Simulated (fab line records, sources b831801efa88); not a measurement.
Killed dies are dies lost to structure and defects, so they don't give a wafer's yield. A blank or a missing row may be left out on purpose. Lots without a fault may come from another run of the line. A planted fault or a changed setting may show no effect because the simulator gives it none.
fab line records | flow sky130
record lots=12 wafers=36 last_day=51
route steps=708 shown POLY_GATE@205 LDD_N@245 PAD_OPEN@708
lots that met no fault: from a run of the same line without faults
start_h: hours from the record's first day to the start of the lot's first wafer shown | wait_h: hours since the lot's step before | " the same as in the row above | L1.1+2: a row that stands for several wafers | - no value, or no start given | * or withheld: withheld | < > ~ a bound
route shown NAME@n: a module of which the file shows steps, and the number in the route of the first | usual: mean/standard deviation of fault-free wafers | same: alike in all rows | chamber/n: place in a boat | sites: the reading at each site | _std_site: their standard deviation | _edge_site: outer sites' mean less inner sites' | radius_mm: how far each site lies from the wafer's centre | mask NAME#n: copy n | behind: the tool/chamber that last shaped the wafer | hold: why the lot was held/for how many hours/how that ended | device: the transistor (n, p or np) that didn't switch | end of line: the same wafers' tests at the end of the route | a step without rows: its recipe alone | killed: dies lost to structure and defects at the first sort, not the wafer's yield | map: a wafer's dies, x killed, . not, _ none there
set.NAME: the setting as run; set.NAME@STEP: as run at that earlier step | model.NAME: the simulator's own value behind a step, which no gauge read
steps of the route over a sample of lots; a table a step, a row a wafer
services: from which hour (start_h, from the record's first day; less than 0 if before it) a tool's chamber was out of use, for how many hours, and why
## steps
# step SKY_POLY_GATE_THK_MEAS_01
# recipe reads=poly-Si_of_POLY_GATE_CVD_00
# usual POLY_GATE_CVD_00_THK=180.9/1.8
# columns lot.wafer tool chamber start_h wait_h POLY_GATE_CVD_00_THK[nm]
L922.2 film_metro-04 - 328.76 0.0 184.9
L922.3 " - " " 183.6
L922.4 " - " " 183.9
L924.1 film_metro-04 - 355.70 0.0 182.8
L924.3 " - " " 182.1
L924.5 " - " " 183.9
L925.1 film_metro-02 - 361.37 0.0 180.1
L925.4 " - " " 179.0
L925.6 " - " " 179.6
L926.2 film_metro-04 - 361.38 0.0 178.1
L926.4 " - " " 178.4
L926.6 " - " " 178.4
L927.1 film_metro-01 - 367.72 0.0 181.6
L927.3 " - " " 182.6
L927.6 " - " " 180.4
L928.1 film_metro-02 - 378.31 0.0 179.2
L928.2 " - " " 179.6
L928.3 " - " " 180.4
L932.2 film_metro-02 - 406.64 0.0 179.7
L932.3 " - " " 179.9
L932.5 " - " " 179.9
L934.1 film_metro-04 - 428.66 0.0 181.4
L934.2 " - " " 180.7
L934.4 " - " " 182.3
L941.4 film_metro-02 - 490.55 0.0 180.6
L941.5 " - " " 179.6
L941.6 " - " " 181.4
L942.3 film_metro-02 - 498.64 0.0 182.7
L942.4 " - " " 183.5
L942.5 " - " " 180.8
L943.1 film_metro-04 - 499.82 0.0 182.9
L943.5 " - " " 182.7
L943.6 " - " " 182.2
L944.1 film_metro-04 - 507.67 0.0 182.6
L944.3 " - " " 183.9
L944.4 " - " " 183.3
# step SKY_POLY_GATE_THK_MEAS_04
# recipe reads=Si3N4_of_POLY_GATE_CVD_03
# usual POLY_GATE_CVD_03_THK=75.0/0.59
# columns lot.wafer tool chamber start_h wait_h POLY_GATE_CVD_03_THK[nm]
L922.2 film_metro-02 - 357.49 0.0 75.2
L922.3 " - " " 75.4
L922.4 " - " " 75.0
L924.1 film_metro-02 - 385.77 0.0 75.4
L924.3 " - " " 75.4
L924.5 " - " " 75.1
L925.1 film_metro-04 - 391.92 0.0 74.4
L925.4 " - " " 74.9
L925.6 " - " " 74.9
L926.2 film_metro-01 - 391.94 0.0 73.5
L926.4 " - " " 74.8
L926.6 " - " " 74.5
L927.1 film_metro-02 - 399.56 0.0 75.6
L927.3 " - " " 76.0
L927.6 " - " " 75.2
L928.1 film_metro-02 - 410.14 0.0 74.8
L928.2 " - " " 74.7
L928.3 " - " " 74.6
L932.2 film_metro-04 - 438.47 0.0 75.5
L932.3 " - " " 75.4
L932.5 " - " " 75.3
L934.1 film_metro-04 - 460.28 0.0 74.5
L934.2 " - " " 74.4
L934.4 " - " " 74.8
L941.4 film_metro-04 - 523.55 0.0 75.9
L941.5 " - " " 75.4
L941.6 " - " " 75.5
L942.3 film_metro-02 - 530.92 0.0 74.1
L942.4 " - " " 74.5
L942.5 " - " " 74.2
L943.1 film_metro-01 - 532.26 0.0 75.5
L943.5 " - " " 75.3
L943.6 " - " " 74.9
L944.1 film_metro-02 - 539.96 0.0 75.0
L944.3 " - " " 74.7
L944.4 " - " " 75.0
# step SKY_POLY_GATE_OVL_MEAS_14
# usual POLY_GATE_OVL=-1/4.9
# columns lot.wafer tool chamber start_h wait_h POLY_GATE_OVL[nm]
L922.2 overlay-01 - 386.44 0.1 -2
L922.3 " - " " 5
L922.4 " - " " -1
L924.1 overlay-02 - 415.96 0.1 -8
L924.3 " - " " -5
L924.5 " - " " -2
L925.1 overlay-02 - 422.01 0.1 -1
L925.4 " - " " -7
L925.6 " - " " -5
L926.2 overlay-02 - 422.25 0.1 -1
L926.4 " - " " -8
L926.6 " - " " -2
L927.1 overlay-01 - 429.94 0.1 -8
L927.3 " - " " -12
L927.6 " - " " -4
L928.1 overlay-01 - 440.74 0.1 -1
L928.2 " - " " 0
L928.3 " - " " -1
L932.2 overlay-02 - 470.29 0.1 0
L932.3 " - " " -4
L932.5 " - " " -4
L934.1 overlay-01 - 491.84 0.1 -4
L934.2 " - " " -5
L934.4 " - " " -2
L941.4 overlay-01 - 553.90 0.1 -2
L941.5 " - " " 3
L941.6 " - " " 4
L942.3 overlay-01 - 562.12 0.1 8
L942.4 " - " " 4
L942.5 " - " " -2
L943.1 overlay-01 - 563.06 0.1 -3
L943.5 " - " " -3
L943.6 " - " " -3
L944.1 overlay-02 - 570.71 0.1 -3
L944.3 " - " " 0
L944.4 " - " " -3
# step SKY_LDD_N_IMPLANT_08
# recipe species=As energy_kev=20 dose_cm2=7.5e+13 tilt_deg=withheld rotation_deg=23
# usual beam_on_s=9.97/0.2 end_station_pressure_torr=5.3e-06/3.2e-07 faraday_current_uA=423/8.4
# same implant_ion_amu=75
# columns lot.wafer tool chamber start_h wait_h beam_on_s end_station_pressure_torr faraday_current_uA
L922.2 implanter-01 0 417.78 0.0 9.83 5.3e-06 429
L922.3 " 0 " " 10.08 6e-06 418
L922.4 " 0 " " 9.84 5.6e-06 431
L924.1 implanter-01 0 451.70 0.0 10.18 6e-06 416
L924.3 " 0 " " 9.94 5.5e-06 424
L924.5 " 0 " " 10.29 5.7e-06 411
L925.1 implanter-01 0 454.98 0.0 9.78 5.2e-06 434
L925.4 " 0 " " 9.98 5.4e-06 422
L925.6 " 0 " " 10.02 5.2e-06 422
L926.2 implanter-03 0 455.30 0.0 9.86 5.4e-06 428
L926.4 " 0 " " 9.76 5.4e-06 434
L926.6 " 0 " " 9.92 5.2e-06 426
L927.1 implanter-04 0 462.73 0.0 9.96 5.2e-06 424
L927.3 " 0 " " 9.88 5.1e-06 427
L927.6 " 0 " " 10.17 5.5e-06 415
L928.1 implanter-04 0 474.33 0.0 10.33 4.8e-06 408
L928.2 " 0 " " 9.66 4.7e-06 436
L928.3 " 0 " " 10.06 5.3e-06 421
L932.2 implanter-04 0 504.75 0.0 11.90 0.0001013 358
L932.3 " 0 " " 12.64 9.88e-05 338
L932.5 " 0 " " 11.79 0.0001087 361
L934.1 implanter-04 0 524.70 0.0 12.27 0.0001013 349
L934.2 " 0 " " 12.18 9.96e-05 349
L934.4 " 0 " " 12.24 0.0001007 350
L941.4 implanter-03 0 586.33 0.1 10.11 5.2e-06 417
L941.5 " 0 " " 9.87 5.1e-06 426
L941.6 " 0 " " 10.00 6e-06 422
L942.3 implanter-03 0 594.27 0.1 10.19 5.2e-06 414
L942.4 " 0 " " 9.90 5.4e-06 426
L942.5 " 0 " " 9.87 4.6e-06 430
L943.1 implanter-01 0 594.52 0.0 10.03 5.2e-06 419
L943.5 " 0 " " 9.82 5.3e-06 429
L943.6 " 0 " " 10.02 5.8e-06 422
L944.1 implanter-01 0 602.62 0.0 9.73 5.1e-06 432
L944.3 " 0 " " 10.30 4.9e-06 409
L944.4 " 0 " " 9.77 5.6e-06 432
# step SKY_LDD_N_STRIP_16
# recipe chemistry=O2/N2 power_w=1400 pressure_mtorr=1500 platen_temp_c=withheld o2_flow_sccm=3000 n2_flow_sccm=300 overash_fraction=0.5
# usual chamber_pressure_mTorr=1499.9/1.4 drypump_motor_current_A=5.7/0.47 oes_product_au=0.407/0.0042 strip_time_to_endpoint_s=4.310/0.013
# columns lot.wafer tool chamber start_h wait_h chamber_pressure_mTorr drypump_motor_current_A oes_product_au rf_hours_counter_h strip_time_to_endpoint_s
L922.2 plasma_asher-03 0 418.95 0.1 1500.3 5.4 0.415 67 4.326
L922.3 " 0 " " 1498.6 5.4 0.411 - 4.289
L922.4 " 1 " " 1501.7 6.1 0.409 - 4.301
L924.1 plasma_asher-01 1 452.90 0.1 1500.8 5.8 0.410 33 4.313
L924.3 " 0 " " 1501.4 5.0 0.407 - 4.312
L924.5 " 1 " " 1496.7 5.8 0.402 - 4.328
L925.1 plasma_asher-03 0 456.18 0.1 1497.8 5.4 0.413 3 4.287
L925.4 " 0 " " 1499.0 5.4 0.404 - 4.292
L925.6 " 0 " " 1500.1 5.4 0.398 - 4.300
L926.2 plasma_asher-04 0 456.48 0.1 1501.9 6.4 0.409 74 4.303
L926.4 " 0 " " 1500.2 6.4 0.407 - 4.320
L926.6 " 1 " " 1498.0 6.1 0.406 - 4.315
L927.1 plasma_asher-03 1 463.93 0.1 1500.8 6.1 0.408 3 4.314
L927.3 " 1 " " 1497.8 6.1 0.411 - 4.310
L927.6 " 0 " " 1499.2 5.4 0.408 - 4.296
L928.1 plasma_asher-03 0 475.53 0.1 1502.6 5.3 0.406 5 4.336
L928.2 " 1 " " 1498.7 6.1 0.407 5 4.308
L928.3 " 1 " " 1501.2 6.1 0.407 - 4.310
L932.2 plasma_asher-03 0 505.93 0.1 1496.6 5.4 0.414 7 4.347
L932.3 " 1 " " 1501.6 6.2 0.409 - 4.367
L932.5 " 1 " " 1500.3 6.1 0.418 - 4.369
L934.1 plasma_asher-01 0 525.90 0.1 1500.4 5.0 0.412 40 4.360
L934.2 " 1 " " 1500.8 5.8 0.395 40 4.367
L934.4 " 1 " " 1501.4 5.8 0.407 - 4.387
L941.4 plasma_asher-01 0 587.48 0.1 1499.7 5.0 0.404 - 4.324
L941.5 " 1 " " 1500.6 5.8 0.409 - 4.319
L941.6 " 0 " " 1501.3 5.0 0.409 - 4.307
L942.3 plasma_asher-01 1 595.46 0.1 1500.3 5.8 0.415 - 4.319
L942.4 " 0 " " 1500.5 5.0 0.407 - 4.331
L942.5 " 0 " " 1499.5 5.0 0.417 - 4.327
L943.1 plasma_asher-03 0 595.72 0.1 1501.1 5.4 0.406 15 4.308
L943.5 " 1 " " 1497.6 6.2 0.404 - 4.331
L943.6 " 0 " " 1499.0 5.4 0.404 - 4.335
L944.1 plasma_asher-03 0 603.82 0.1 1497.8 5.4 0.410 16 4.307
L944.3 " 1 " " 1501.0 6.1 0.404 - 4.309
L944.4 " 0 " " 1499.4 5.4 0.412 - 4.296
# step SKY_PAD_OPEN_PROBE_99
# usual killed_at_M0_to_M3=44/7.2 killed_at_M4_up=2.9/1.8 killed_at_contacts=24/5.2 killed_at_front_end=15/4 killed_at_other=0.2/0.49 killed_dies=85/9.1 killed_open=47/6.8 killed_short=38/5.7
# same gross_dies=492 killed_at_back_side=0
# columns lot.wafer tool chamber start_h wait_h killed_at_M0_to_M3 killed_at_M4_up killed_at_contacts killed_at_front_end killed_at_other killed_dies killed_open killed_short
L928.1 prober-01 - 1138.84 0.1 53 2 14 15 0 84 47 37
L928.2 prober-01 - 1138.89 0.1 54 8 25 14 0 101 60 41
L928.3 prober-01 - 1138.94 0.2 52 5 22 12 0 91 41 50
L932.2 prober-02 - 1156.89 0.1 51 2 28 21 0 102 64 38
L932.3 prober-02 - 1156.94 0.2 49 1 30 14 1 95 59 36
L932.5 prober-02 - 1157.04 0.2 41 5 18 17 2 83 36 47
L934.1 prober-02 - 1167.02 0.1 54 4 21 16 0 95 53 42
L934.2 prober-02 - 1167.07 0.1 35 1 31 19 0 86 54 32
L934.4 prober-02 - 1167.17 0.2 50 1 22 13 0 86 48 38
L941.4 prober-01 - 1204.36 0.2 40 3 26 13 0 82 46 36
L941.5 prober-01 - 1204.41 0.2 44 4 18 13 1 80 44 36
L941.6 prober-01 - 1204.46 0.2 40 4 25 19 0 88 43 45
L942.3 prober-02 - 1205.55 0.2 42 2 27 12 0 83 49 34
L942.4 prober-02 - 1205.60 0.2 47 2 22 19 0 90 53 37
L942.5 prober-02 - 1205.65 0.2 40 6 36 12 0 94 54 40
# killed by level:class
L928.1 VIA1:geometric_particle:open=13 CONTACT:geometric_particle:open=9 VIA2:geometric_particle:open=8 METAL2:geometric_particle:short=7 FIELD_ISO:geometric_particle:open=5 POLY_GATE:geometric_particle:short=5 METAL1:geometric_particle:short=5 VIA3:geometric_particle:short=5
L928.2 VIA1:geometric_particle:open=11 VIA2:geometric_particle:open=10 CONTACT:geometric_particle:open=8 VIA3:geometric_particle:open=7 METAL2:geometric_particle:short=7 LI_CONTACT:geometric_particle:open=6 FIELD_ISO:geometric_particle:open=5 METAL4:geometric_particle:short=5
L928.3 VIA1:geometric_particle:open=13 CONTACT:geometric_particle:open=11 METAL1:geometric_particle:short=9 VIA2:geometric_particle:short=6 METAL2:geometric_particle:short=6 VIA2:geometric_particle:open=6 FIELD_ISO:geometric_particle:short=5 METAL4:geometric_particle:short=5
L932.2 CONTACT:geometric_particle:open=14 VIA2:geometric_particle:open=9 VIA3:geometric_particle:open=9 VIA1:geometric_particle:short=8 POLY_GATE:geometric_particle:short=7 LI_CONTACT:geometric_particle:open=7 VIA1:geometric_particle:open=7 METAL1:geometric_particle:short=5
L932.3 CONTACT:geometric_particle:open=17 VIA1:geometric_particle:open=16 VIA3:geometric_particle:open=8 VIA1:geometric_particle:short=6 METAL1:geometric_particle:short=5 METAL2:geometric_particle:short=5 POLY_GATE:geometric_particle:short=4 POLY_GATE:geometric_particle:open=4
L932.5 VIA1:geometric_particle:open=9 VIA1:geometric_particle:short=8 VIA3:geometric_particle:open=7 LOCAL_INTERCONNECT:geometric_particle:short=6 METAL1:geometric_particle:short=6 POLY_GATE:geometric_particle:short=5 CONTACT:geometric_particle:short=4 POLY_GATE:geometric_particle:open=3
L934.1 CONTACT:geometric_particle:open=12 VIA1:geometric_particle:open=12 VIA1:geometric_particle:short=9 METAL1:geometric_particle:short=8 FIELD_ISO:geometric_particle:open=5 POLY_GATE:geometric_particle:open=5 VIA3:geometric_particle:open=5 VIA2:geometric_particle:open=5
L934.2 CONTACT:geometric_particle:open=12 VIA3:geometric_particle:open=9 LI_CONTACT:geometric_particle:open=9 VIA2:geometric_particle:open=7 FIELD_ISO:geometric_particle:open=6 LI_CONTACT:geometric_particle:short=5 POLY_GATE:geometric_particle:short=4 METAL1:geometric_particle:short=4
L934.4 VIA1:geometric_particle:open=17 CONTACT:geometric_particle:open=10 METAL1:geometric_particle:short=7 VIA2:geometric_particle:open=6 METAL3:geometric_particle:short=6 POLY_GATE:geometric_particle:short=4 LI_CONTACT:geometric_particle:open=4 FIELD_ISO:geometric_particle:short=3
L941.4 CONTACT:geometric_particle:open=10 VIA1:geometric_particle:open=10 LI_CONTACT:geometric_particle:open=7 VIA2:geometric_particle:open=5 FIELD_ISO:geometric_particle:open=4 METAL3:geometric_particle:short=4 VIA3:geometric_particle:short=4 FIELD_ISO:geometric_particle:short=3
L941.5 VIA3:geometric_particle:open=8 METAL1:geometric_particle:short=7 LI_CONTACT:geometric_particle:open=7 POLY_GATE:geometric_particle:open=6 VIA1:geometric_particle:open=6 CONTACT:geometric_particle:open=5 METAL2:geometric_particle:short=5 VIA2:geometric_particle:open=4
L941.6 CONTACT:geometric_particle:open=11 METAL2:geometric_particle:short=9 VIA2:geometric_particle:open=8 VIA1:geometric_particle:open=8 FIELD_ISO:geometric_particle:short=7 METAL1:geometric_particle:short=6 LI_CONTACT:geometric_particle:open=5 FIELD_ISO:geometric_particle:open=4
L942.3 VIA1:geometric_particle:open=13 CONTACT:geometric_particle:open=11 LI_CONTACT:geometric_particle:open=6 CONTACT:geometric_particle:short=6 VIA3:geometric_particle:short=5 VIA3:geometric_particle:open=5 POLY_GATE:geometric_particle:short=4 METAL3:geometric_particle:short=4
L942.4 VIA1:geometric_particle:open=11 LI_CONTACT:geometric_particle:open=8 VIA3:geometric_particle:open=8 VIA2:geometric_particle:open=7 CONTACT:geometric_particle:open=7 VIA1:geometric_particle:short=5 METAL2:geometric_particle:short=4 VIA3:geometric_particle:short=4
L942.5 CONTACT:geometric_particle:open=13 VIA1:geometric_particle:open=9 LI_CONTACT:geometric_particle:open=7 VIA3:geometric_particle:open=7 CONTACT:geometric_particle:short=6 LI_CONTACT:geometric_particle:short=6 VIA3:geometric_particle:short=6 FIELD_ISO:geometric_particle:open=5
## services
# columns tool chamber start_h hours kind
implanter-04 - 404.03 2.8 repair
plasma_asher-03 - 421.25 9.0 pm
plasma_asher-03 0 421.25 9.0 vent_cycle
plasma_asher-03 1 421.25 9.0 vent_cycle
plasma_asher-03 0 430.25 - clean
plasma_asher-03 1 430.25 - clean
plasma_asher-04 - 430.52 0.3 repair
plasma_asher-01 - 458.12 3.1 repair
implanter-03 - 467.29 1.8 repair
implanter-01 - 477.29 2.0 repair
implanter-03 - 488.92 2.0 repair
implanter-03 - 490.89 3.2 pm
plasma_asher-03 - 508.31 19.8 pm
implanter-04 - 547.16 4.1 repair
implanter-03 - 557.21 2.6 repair
implanter-03 - 559.55 3.2 repair
plasma_asher-01 - 562.30 0.8 repair
## key
first_sign step=SKY_LDD_N_IMPLANT_08 reading=end_station_pressure_torr direction=up sigmas=99+ usual=5.3e-06 struck=0.0001017
effect step=SKY_LDD_N_IMPLANT_08 reading=beam_on_s direction=up sigmas=11 usual=9.97 struck=12.17
effect step=SKY_LDD_N_STRIP_16 reading=strip_time_to_endpoint_s direction=up sigmas=4.3 usual=* struck=*
met_at SKY_LDD_N_IMPLANT_08
struck_lots L932,L934
tester_left_out L932,L934
not_acting_at SKY_POLY_GATE_THK_MEAS_01,SKY_POLY_GATE_THK_MEAS_04,SKY_POLY_GATE_OVL_MEAS_14
onset_between 474.33 504.75
fault kind=process_parameter_drift tool=implanter-04 chamber=- onset_h=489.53 steps=SKY_LDD_N_IMPLANT_08 channel=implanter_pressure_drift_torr offset=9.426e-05 shape=step end_h=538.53
fault kind=process_parameter_drift tool=implanter-04 chamber=- onset_h=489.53 steps=SKY_LDD_N_IMPLANT_08 channel=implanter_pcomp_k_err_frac offset=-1 shape=step end_h=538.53
# tester_left_out: of these lots the tester's yield and bins aren't shown, on N5 and GAA mostly nor the transistor test; their killed dies are dies lost to structure and defects alone, not to doping, threshold or leakage, so they don't give the yield
